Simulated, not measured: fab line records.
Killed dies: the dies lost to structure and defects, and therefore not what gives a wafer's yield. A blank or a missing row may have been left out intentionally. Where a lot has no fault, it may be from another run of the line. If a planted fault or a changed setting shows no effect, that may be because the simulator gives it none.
A lot that was struck, set against a sound lot | flow sky130 | 14 steps out of a route of 708
Sound: these wafers, L971.1, L971.4, L971.5. The struck wafers were L977.3, L977.4, L977.6. The cause is named last.
At each step with rows: each side's tool, then ch and its chambers, then its first start. Under that, the readings that differ: sound wafers | struck wafers | difference of the means | sigmas: that difference in standard deviations of wafers without a fault.
alike: readings with means less than 2 such deviations apart, plus words and numbers identical on both sides. not compared: withheld readings, readings lacking a value on some wafer, bounds such as >300 that could conceal the same value, and numbers that have no deviation in the record and whose values overlap.
Wherever a step has rows on one side only, a row that says differs or no value, or a row with sigmas, the two part there. Non-overlapping numbers with no deviation appear without sigmas and do not part them. A reading that every wafer of one side lacks parts them only if that side has two wafers or more.

first, 1 step without rows for these wafers: SKY_CAPM_DEVELOP_11 (develop time 60 s).
SKY_CAPM_OVL_MEAS_12:
  struck on overlay-02, day 42 13:43; sound on overlay-01, day 40 16:53
  alike: CAPM_OVL
SKY_CAPM_METAL_ETCH_13: etches TiN in Cl2/BCl3, stops on SiO2, target depth 220 nm, time 62.9 s.
  sound on rie metal-01 ch 0,1, day 40 16:55; struck on rie metal-04 ch 0,1, day 42 13:46
  alike: drypump motor current A, oes product au, throttle valve pct
  not compared: rf hours counter h
SKY_CAPM_STRIP_14: strips in O2/N2.
  sound on plasma asher-01 ch 0,1, day 40 17:01; struck on plasma asher-04 ch 0,1, day 42 13:51
  alike: drypump motor current A, oes product au, strip time to endpoint s
  not compared: rf hours counter h
then, 8 steps without rows for these wafers: SKY_CAPM_STRIP_15 (strips in post etch residue remover, time 1200 s); SKY_CAPM_CLEAN_16 (cleans in IPA, time 180 s); SKY_CAPM_CLEAN_17 (cleans in O3/DIW); SKY_METAL3_DEHYDRATE_05 (time 60 s); SKY_METAL3_HMDS_06 (prime time 60 s); SKY_METAL3_COAT_07 (resist thk 60 nm); SKY_METAL3_COAT_08 (resist thk 1140 nm); SKY_METAL3_SOFTBAKE_09 (time 90 s).
SKY_METAL3_EXPOSE_10: exposes mask MM3, target cd 300 nm.
  struck on krf scanner-02, day 43 02:20; sound on krf scanner-02 ch 0, day 41 06:56
  no value came back on the struck wafers for exposure dose mJ cm2, focus offset nm (nm), stage vel mm s (mm/s); on the sound wafers exposure dose mJ cm2 reads 27.958 27.944 27.991
  alike: mask
following that, these wafers have no rows for 1 step: SKY_METAL3_PEB_11.

## WHERE THEY PART
Only at SKY_METAL3_EXPOSE_10, within this record.

WHY: whatever the simulator had introduced
Beginning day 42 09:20, the whole step at SKY_METAL3_EXPOSE_10 was skipped on krf scanner-02. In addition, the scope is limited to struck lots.
